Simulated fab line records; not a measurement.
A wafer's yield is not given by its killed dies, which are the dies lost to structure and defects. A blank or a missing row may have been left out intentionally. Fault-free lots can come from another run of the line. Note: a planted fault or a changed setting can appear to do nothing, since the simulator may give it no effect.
Split-lot experiment	flow sky130	23 wafers read from 5 lots, route of 708 steps

== THE SPLIT ==
At SKY_METAL2_METAL_ETCH_19 (etches the open film in Cl2/BCl3, stops on SiO2, target depth 360 nm, time 78 s), the setting icpW was moved away from the recipe's 900 W on 7 of the 23 wafers read, by +6.1% to +10.7%. All remaining wafers had this setting at the recipe value.

The reading is taken at the split's own step.

== THE READING ==
KrF-thick_of_METAL2_COAT_10.thkNm (the simulator's own value, which no gauge read), in nm, at SKY_METAL2_METAL_ETCH_19 (etches the open film in Cl2/BCl3, stops on SiO2, target depth 360 nm, time 78 s). The file does not state a usual value for it. The 16 wafers here that ran the recipe average 160.9 nm, standard deviation 3.3 nm.

wafer	tool, chamber at the split	icpW as run, W	against the recipe	KrF-thick_of_METAL2_COAT_10.thkNm, nm	against lot-mates on the recipe
L076.1	rieMetal-02, 0	900	recipe	157	-
L076.2	rieMetal-02, 1	955.3	+6.1%	146	-11.7
L076.3	rieMetal-02, 1	955.3	+6.1%	146.2	-11.5
L076.4	rieMetal-02, 0	955.3	+6.1%	145.8	-11.9
L076.5	rieMetal-02, 1	900	recipe	158.4	-
L078.2	rieMetal-01, 0	900	recipe	164.1	-
L078.5	rieMetal-01, 0	900	recipe	163.1	-
L078.6	rieMetal-01, 1	900	recipe	163.6	-
L079.2	rieMetal-04, 1	900	recipe	162.6	-
L079.3	rieMetal-04, 1	900	recipe	162.6	-
L079.4	rieMetal-04, 0	900	recipe	156.7	-
L079.5	rieMetal-04, 0	996	+10.7%	135.7	-24.9
L079.6	rieMetal-04, 1	996	+10.7%	139.4	-21.2
L080.1	rieMetal-04, 1	900	recipe	165.1	-
L080.2	rieMetal-04, 0	900	recipe	160.1	-
L080.3	rieMetal-04, 0	900	recipe	159.3	-
L080.4	rieMetal-04, 1	900	recipe	164.9	-
L080.5	rieMetal-04, 1	900	recipe	164.7	-
L085.1	rieMetal-02, 0	900	recipe	155.1	-
L085.2	rieMetal-02, 1	979.5	+8.8%	139.9	-17.3
L085.3	rieMetal-02, 1	900	recipe	156.2	-
L085.5	rieMetal-02, 1	900	recipe	160.4	-
L085.6	rieMetal-02, 0	979.5	+8.8%	136.8	-20.4

THE FIT
A straight line over all 23 wafers: KrF-thick_of_METAL2_COAT_10.thkNm changes by -2.35 nm for each +1% of icpW; r = -0.95; the points scatter about the line by 3.1 nm.
The same after taking each lot's own level away (the mean of its wafers on the recipe; 23 wafers): -2.11 nm for each +1%; r = -0.97; scatter 2.1 nm.
On that fit, the largest move of icpW shifts the reading by 22 nm.
From 157.23 to 163.60 nm: that is the span of the lots' own levels, equal to 1.9 times the standard deviation above.
Thus the slope moves with the lot-to-lot level: the two fits are different.
Check: with one of the wafers moved furthest among these (+10.7%) left out of the fit, the line predicts -21.6 nm for it against its lot-mates. Against them it came out at -24.9 nm.

== OTHER SPLITS APPLIED TO THESE WAFERS ==
Before the reading, these wafers also passed through other splits. Each is held against what the fit with the lots' levels taken away leaves over:
other split on the same wafers	wafers away from the commonest value	r with KrF-thick_of_METAL2_COAT_10.thkNm (lot level and that fit taken away)
SKY_VIA1_COAT_07 spinRpm	4	-0.34
SKY_VIA1_DEVELOP_11 developTimeS	9	+0.08
SKY_VIA1_CVD_21 pressureTorr	10	+0.14
SKY_METAL2_EXPOSE_12 doseMj	9	-0.19

== THE WHOLE CHAIN: every reading that the file lists as answering this split, in the file's order ==
step	what it does	reading	change (the file's fit)	r (the file's)
SKY_METAL2_METAL_ETCH_19	etches the open film in Cl2/BCl3, stops on SiO2, target depth 360 nm, time 78 s	KrF-thick_of_METAL2_COAT_10.thkNm (the simulator's own value, which no gauge read)	-2.11 nm for each +1% of the setting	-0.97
SKY_METAL2_STRIP_20	strips in O2/N2	stripTimeToEndpointS	withheld for each +1% of the setting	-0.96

== THE FILE'S OWN FIT ==
KrF-thick_of_METAL2_COAT_10.thkNm changes by -2.11 nm for each +1% of icpW, r = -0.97.
